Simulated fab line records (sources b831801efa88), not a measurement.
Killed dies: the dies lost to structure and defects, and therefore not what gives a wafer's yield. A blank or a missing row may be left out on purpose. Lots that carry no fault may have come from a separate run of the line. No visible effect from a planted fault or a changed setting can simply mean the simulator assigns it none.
A struck lot beside a sound one -- flow gf180mcu -- 20 steps out of a route of 602
Sound: the wafers L251.2, L251.3, L251.4. Struck: wafers L244.1, L244.3, L244.5. The cause is named last.
At each step with rows: each side's tool, then ch and its chambers, then its first start. Under that, the readings that differ: sound wafers -- struck wafers -- difference of the means -- sigmas: that difference in standard deviations of wafers without a fault.
alike: words and numbers the same on both sides, and readings whose means are apart by under 2 such deviations; not compared: readings that were withheld, readings missing a value for some wafer, numbers with overlapping values and no deviation given by the record, and bounds like >300 which may hide the same value.
A row with sigmas, a row that says differs or no value, or rows on one side alone: a step with any of these is where the two part. Numbers that don't overlap but have no deviation are shown without sigmas and don't part them. A reading that every wafer of one side lacks parts them only if that side has two wafers or more.

first, 3 steps without rows for these wafers: GF_MVPSD_EXPOSE_04 (exposes mask MVPSD, target cd 1000 nm); GF_MVPSD_PEB_05; GF_MVPSD_DEVELOP_06 (develop time 60 s).
GF_MVPSD_OVL_MEAS_07:
  struck on overlay-02, day 6 23:23; sound on overlay-01, day 8 19:54
  alike: MVPSD_OVL
then, 2 steps without rows for these wafers: GF_MVPSD_IMPLANT_08; GF_MVPSD_IMPLANT_09.
GF_MVPSD_STRIP_10: strips in O2/N2.
  sound on plasma-asher-01 ch 0,1, day 8 20:14; struck on plasma-asher-03 ch 0,1, day 6 23:44
  alike: drypump-motor-current-A, heater-power-w, oes-product-au, strip-time-to-endpoint-s
  not compared: rf-hours-counter-h
GF_MVPSD_TW_MEAS_11:
  struck on film-metro-04, day 6 23:50; sound on film-metro-02, day 8 20:20
  alike: MVPSD_TW
then, 4 steps without rows for these wafers: GF_VT_IMPLANT_DEHYDRATE_00 (time 60 s); GF_VT_IMPLANT_HMDS_01 (prime time 60 s); GF_VT_IMPLANT_COAT_02 (resist thk 1000 nm); GF_VT_IMPLANT_SOFTBAKE_03 (time 60 s).
GF_VT_IMPLANT_EXPOSE_04: exposes mask LVPWELL LV AREA, target cd 600 nm.
  sound on iline-stepper-01 ch 0, day 9 05:01; struck on iline-stepper-01 ch 0, day 7 07:14
reading,sound,struck,difference,sigmas
mask,LVPWELL_LV_AREA#0 LVPWELL_LV_AREA#0 LVPWELL_LV_AREA#0,MVSD#0 MVSD#0 MVSD#0,differs,
then, 2 steps without rows for these wafers: GF_VT_IMPLANT_PEB_05; GF_VT_IMPLANT_DEVELOP_06 (develop time 60 s).
GF_VT_IMPLANT_OVL_MEAS_07:
  struck on overlay-01, day 7 14:54; sound on overlay-01, day 9 13:15
reading,sound,struck,difference,sigmas
VT_IMPLANT_OVL (nm),-0.2 -0.9 -0.8,- - -,no value on the struck wafers,
following that, these wafers have no rows for 1 step: GF_VT_IMPLANT_IMPLANT_08.
GF_VT_IMPLANT_STRIP_09: strips in O2/N2.
  sound on plasma-asher-01 ch 0,1, day 9 13:26; struck on plasma-asher-01 ch 0,1, day 7 15:05
  alike: drypump-motor-current-A, heater-power-w, oes-product-au, strip-time-to-endpoint-s
  not compared: rf-hours-counter-h
GF_VT_IMPLANT_TW_MEAS_10:
  struck on film-metro-03, day 7 15:25; sound on film-metro-03, day 9 13:32
reading,sound,struck,difference,sigmas
VT_IMPLANT_TW,571 575 573,30 30 30,-543,-82
  not compared: hold
GF_PASSIVATION_PROBE_99:
  the record has rows for the sound wafers here (prober-02, day 33 09:34) and none for the struck ones

== WHERE THEY PART ==
Last at GF_PASSIVATION_PROBE_99 as far as this record goes, first at GF_VT_IMPLANT_EXPOSE_04.

WHY: the cause the simulator had injected
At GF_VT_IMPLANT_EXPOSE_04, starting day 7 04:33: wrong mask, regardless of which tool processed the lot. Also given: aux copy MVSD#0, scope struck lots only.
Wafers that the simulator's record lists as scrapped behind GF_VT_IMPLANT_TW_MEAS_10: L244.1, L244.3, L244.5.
